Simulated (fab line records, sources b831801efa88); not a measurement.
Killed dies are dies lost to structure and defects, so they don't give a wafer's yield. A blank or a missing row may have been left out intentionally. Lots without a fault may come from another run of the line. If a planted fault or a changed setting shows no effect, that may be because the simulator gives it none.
The tool behind it: which one?	flow sky130	Sampling: 13 lots, 39 wafers, 5 of 708 route steps

## WHAT THE GAUGES READ, wafer by wafer
SKY_LDD_HVN_TW_MEAS_10. Usual: LDD_HVN_TW 1443, standard deviation 17.
lot	measured	on	LDD_HVN_TW	flag
L199	day 21 19:05	film-metro-03	1440 1445 1434	
L201	day 21 19:28	film-metro-01	1417 1417 1429	
L203	day 22 13:41	film-metro-04	1457 1455 1458	
L205	day 23 06:10	film-metro-04	1462 1459 1458	
L206	day 23 10:19	film-metro-04	1455 1465 1463	
L210	day 24 15:50	film-metro-01	1632 1639 1639	OFF
L211	day 25 02:00	film-metro-01	1414 1424 1415	
L212	day 25 06:33	film-metro-04	1680 1668 1681	OFF
L214	day 25 18:41	film-metro-01	1411 1414 1411	
L219	day 27 16:51	film-metro-03	1462 1462 1454	
L220	day 28 06:38	film-metro-01	1419 1422 1421	
L222	day 28 08:17	film-metro-01	1426 1418 1416	
L221	day 28 10:44	film-metro-03	1453 1453 1448	

SKY_LDD_HVP_OVL_MEAS_07. Usual: LDD_HVP_OVL -0.6 nm, standard deviation 1.3.
lot	measured	on	LDD_HVP_OVL (nm)	flag
L199	day 23 02:21	overlay-02	-0.8 0.7 1.6	
L201	day 23 02:40	overlay-01	-0.5 -2.1 -1.4	
L203	day 23 20:09	overlay-02	1.7 -0.5 0.8	
L205	day 24 11:53	overlay-02	0.6 1.2 1.6	
L206	day 24 15:51	overlay-01	-1.2 -2.1 -2.5	
L210	day 25 21:00	overlay-01	-3.0 -0.9 -3.2	
L211	day 26 07:25	overlay-01	-2.7 0.6 -1.4	
L212	day 26 11:50	overlay-02	-1.4 0.1 -2.4	
L214	day 26 23:50	overlay-02	1.1 1.7 0.1	
L219	day 28 20:54	overlay-01	-2.9 0.4 0.9	
L220	day 29 11:01	overlay-01	-1.6 -3.9 -0.5	
L222	day 29 13:13	overlay-01	0.5 -0.5 -1.7	
L221	day 29 15:08	overlay-02	1.0 -0.5 0.7	

SKY_LDD_LDN_OVL_MEAS_07. Usual: LDD_LDN_OVL 0.2 nm, standard deviation 1.6.
lot	measured	on	LDD_LDN_OVL (nm)	flag
L199	day 24 08:53	overlay-02	0.0 0.5 0.6	
L201	day 24 09:13	overlay-02	1.3 0.8 -0.7	
L203	day 25 01:38	overlay-02	-1.7 -1.5 -0.9	
L205	day 25 17:29	overlay-01	0.4 0.5 1.9	
L206	day 25 21:01	overlay-02	-1.4 0.1 0.0	
L210	day 27 02:11	overlay-01	0.6 1.0 1.5	
L211	day 27 12:42	overlay-01	1.5 0.4 0.5	
L212	day 27 17:08	overlay-01	-2.2 -3.7 -1.0	
L214	day 28 04:47	overlay-02	2.7 1.9 3.3	
L219	day 30 01:01	overlay-01	-2.3 -1.7 -2.5	
L220	day 30 15:08	overlay-02	1.5 1.3 0.2	
L222	day 30 17:34	overlay-02	-0.2 -1.2 -1.8	
L221	day 30 19:56	overlay-02	3.7 3.0 4.5	

SKY_SD_P_OVL_MEAS_08. Usual: SD_P_OVL -0.3 nm, standard deviation 1.3.
lot	measured	on	SD_P_OVL (nm)	flag
L199	day 26 23:31	overlay-01	-1.6 0.0 0.6	
L201	day 26 23:38	overlay-02	-0.8 0.4 -1.5	
L203	day 27 14:43	overlay-02	0.4 -0.5 0.6	
L205	day 28 07:53	overlay-02	-0.8 -0.2 -1.5	
L206	day 28 10:53	overlay-01	-0.8 0.0 -0.1	
L210	day 29 14:16	overlay-01	0.9 -0.4 -1.1	
L211	day 29 22:15	overlay-01	-0.3 -2.5 -1.4	
L212	day 30 03:37	overlay-01	0.1 -0.3 -1.6	
L214	day 30 16:22	overlay-02	-1.6 -0.7 -1.2	
L219	day 32 13:26	overlay-02	2.3 1.9 0.5	
L220	day 32 23:53	overlay-01	-1.1 -0.5 -2.4	
L222	day 33 03:08	overlay-02	1.7 1.6 -0.3	
L221	day 33 05:37	overlay-02	-2.4 -0.9 1.1	

## EACH LOT AND THE TOOL THAT RAN IT (in order: tool; ch and the chambers of the sampled wafers; start)
lot	SKY_LDD_HVN_IMPLANT_08
L199	implanter-02 ch 0, day 21 18:50
L201	implanter-01 ch 0, day 21 19:14
L203	implanter-01 ch 0, day 22 13:26
L205	implanter-02 ch 0, day 23 05:56
L206	implanter-02 ch 0, day 23 10:05
L210	implanter-01 ch 0, day 24 15:35
L211	implanter-03 ch 0, day 25 01:47
L212	implanter-01 ch 0, day 25 06:18
L214	implanter-03 ch 0, day 25 18:26
L219	implanter-03 ch 0, day 27 16:36
L220	implanter-03 ch 0, day 28 06:24
L222	implanter-01 ch 0, day 28 08:02
L221	implanter-02 ch 0, day 28 10:30
- SKY_LDD_HVN_IMPLANT_08

## WHAT THE TOOLS THEMSELVES READ (means of the sampled wafers that have a number; where no wafer has one, the mark that the record gives instead)
SKY_LDD_HVN_IMPLANT_08. Usual: dose-ions-cm2 3e+13, standard deviation 3.8e+10; faraday-current-uA 170, standard deviation 3.4.
lot	tool	dose-ions-cm2	faraday-current-uA	flag
L199	implanter-02	3e+13	174	
L201	implanter-01	3e+13	167	
L203	implanter-01	3e+13	172	
L205	implanter-02	3e+13	169	
L206	implanter-02	3e+13	169	
L210	implanter-01	5e+13	258	OFF
L211	implanter-03	3e+13	172	
L212	implanter-01	5e+13	259	OFF
L214	implanter-03	3e+13	171	
L219	implanter-03	3e+13	167	
L220	implanter-03	3e+13	170	
L222	implanter-01	3e+13	170	
L221	implanter-02	3e+13	167	

## THE ANSWER, worked out from the rows above alone
Rule: a lot is off if the mean of its wafers that have a number lies more than 3 standard deviations from the usual mean. A lot without any number at a reading at which 4 lots or more have one is off too. All remaining lots with rows at the step are treated as sound. After the gauges, taken in route order, come the tools' own readings; for these a lot's mean is taken, as printed above. The first step at which some lot is off is used, and at that step the reading that is off furthest; a lot without a number counts as furthest.
Off: at SKY_LDD_HVN_TW_MEAS_10 (LDD_HVN_TW), L210, L212.
A tool fits if, at a process step before that reading, it ran every lot that is off, and no sound lot after the first of them. Not tried: the gauges at SKY_LDD_HVN_TW_MEAS_10; whatever is off there is also off at SKY_LDD_HVN_IMPLANT_08, on other tools, and gauge error can't account for it. Of those tried, none fits.

## WHAT THE SIMULATOR HAD INSERTED
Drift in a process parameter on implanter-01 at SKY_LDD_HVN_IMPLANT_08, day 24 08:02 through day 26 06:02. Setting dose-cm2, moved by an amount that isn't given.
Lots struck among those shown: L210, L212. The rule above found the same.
